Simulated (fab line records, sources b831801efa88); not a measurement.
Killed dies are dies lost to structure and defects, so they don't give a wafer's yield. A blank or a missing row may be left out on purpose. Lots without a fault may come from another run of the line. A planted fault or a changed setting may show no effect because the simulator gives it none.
A struck lot beside a sound one | flow gf180mcu | 17 steps out of a route of 602
Sound: wafers L655.1, L655.2, L655.3. Struck: wafers L672.2, L672.3. (L672.5 of the same lot was not struck and is left out.) The cause comes at the end.
At each step with rows: each side's tool, then ch and its chambers, then its first start. Under that, the readings that differ: sound wafers | struck wafers | difference of the means | sigmas: that difference in standard deviations of wafers without a fault.
alike: readings whose means differ by less than 2 such deviations, and words and numbers that are the same on both sides. not compared: withheld readings, readings that some wafer has no value for, bounds like >300 that may hide the same value, and numbers for which the record gives no deviation and whose values overlap.
The two part at a step that has a row with sigmas, a row that says differs or no value, or rows on one side only. Numbers that don't overlap but have no deviation are shown without sigmas and don't part them. A reading that every wafer of one side lacks parts them only if that side has two wafers or more.

GF_SAB_STRIP_13: strips in O2/N2.
  sound on plasma_asher-04 ch 0,1, day 16 09:47; struck on plasma_asher-02 ch 0, day 22 14:22
  alike: drypump_motor_current_A, heater_power_w, oes_product_au, strip_time_to_endpoint_s
  not compared: rf_hours_counter_h
then, 2 steps without rows for these wafers: GF_SALICIDE_CLEAN_00 (cleans in SC1/SC2, time 150 s); GF_SALICIDE_WET_ETCH_01 (etches SiO2 in dHF, target depth 5 nm, time 100 s).
GF_SALICIDE_SPUTTER_02: material Co, target thk 10 nm, time 20 s.
  sound on pvd_sputter-04, day 16 09:58; struck on pvd_sputter-01, day 22 14:34
  alike: throttle_valve_pct
GF_SALICIDE_SPUTTER_03: material TiN, target thk 20 nm, time 16.7 s.
  sound on pvd_sputter-04, day 16 10:00; struck on pvd_sputter-01, day 22 14:35
  alike: throttle_valve_pct
GF_SALICIDE_RS_MEAS_04: measures by four-point-probe.
  sound on film_metro-01, day 16 10:02; struck on film_metro-03, day 22 14:38
  reading                  | sound          | struck    | difference | sigmas
  SALICIDE_TIN_RS (ohm/sq) | 16.0 15.8 15.9 | 16.8 16.9 | +1.0       | +3
GF_SALICIDE_THK_MEAS_05: measures by xrf.
  sound on film_metro-01, day 16 10:09; struck on film_metro-03, day 22 14:44
  alike: SALICIDE_TIN_THK
GF_SALICIDE_RTA_06: time 30 s.
  sound on rtp_anneal-02 ch 0, day 16 10:13; struck on rtp_anneal-02 ch 0, day 22 14:49
  alike: lamp_power_pct, wafer_temp_C_max
then, 1 step without rows for these wafers: GF_SALICIDE_WET_ETCH_07 (etches the open film in SPM, target depth 120 nm).
GF_SALICIDE_RTA_08: time 30 s.
  sound on rtp_anneal-01 ch 0, day 16 10:24; struck on rtp_anneal-01 ch 0, day 22 15:01
  alike: lamp_power_pct, wafer_temp_C_max
then, 1 step without rows for these wafers: GF_CONTACT_CVD_00 (deposits SiO2, target thk 300 nm, time 50 s).
GF_CONTACT_THK_MEAS_01:
  sound on film_metro-04, day 16 10:32; struck on film_metro-01, day 22 15:08
  alike: CONTACT_CVD_00_THK
GF_CONTACT_CVD_02: deposits SiO2 from TEOS, target thk 860 nm, time 95.992 s.
  sound on pecvd-01 ch 0,1,2, day 16 10:36; struck on pecvd-04 ch 0,1, day 22 15:11
  reading                                  | sound           | struck      | difference | sigmas
  model.SiO2_of_CONTACT_CVD_02.thk_nm (nm) | 845.8 855.9 853 | 594.7 596.1 | -256.2     |
  alike: heater_power_w, rf_fwd_power_W
GF_CONTACT_THK_MEAS_03:
  sound on film_metro-02, day 16 10:40; struck on film_metro-02, day 22 15:16
  reading                 | sound       | struck  | difference | sigmas
  CONTACT_CVD_02_THK (nm) | 846 855 853 | 595 596 | -256       | -23
GF_CONTACT_CMP_04: polishes SiO2.
  sound on cmp-01 ch 0,1,2, day 16 10:44; struck on cmp-01 ch 2,3, day 22 15:19
  reading                | sound       | struck | difference | sigmas
  time_to_endpoint_s (s) | 109 110 113 | 14 17  | -95        | -19
  alike: motor_current_A
GF_CONTACT_BOW_MEAS_05:
  sound on film_metro-04, day 16 11:02; struck on film_metro-04, day 22 15:38
  alike: CONTACT_BOW
-- the record jumps here: 12 days lie between the struck wafers' starts before and after (it left off in module CONTACT and takes up again in module PASSIVATION, whose first step shown is number 602 of the route) --
GF_PASSIVATION_PROBE_99:
  the record has rows for the struck wafers here (prober-01, day 34 16:46) and none for the sound ones

WHERE THEY PART
First at GF_SALICIDE_RS_MEAS_04; last, within this record, at GF_PASSIVATION_PROBE_99.

WHY: what the simulator had put in
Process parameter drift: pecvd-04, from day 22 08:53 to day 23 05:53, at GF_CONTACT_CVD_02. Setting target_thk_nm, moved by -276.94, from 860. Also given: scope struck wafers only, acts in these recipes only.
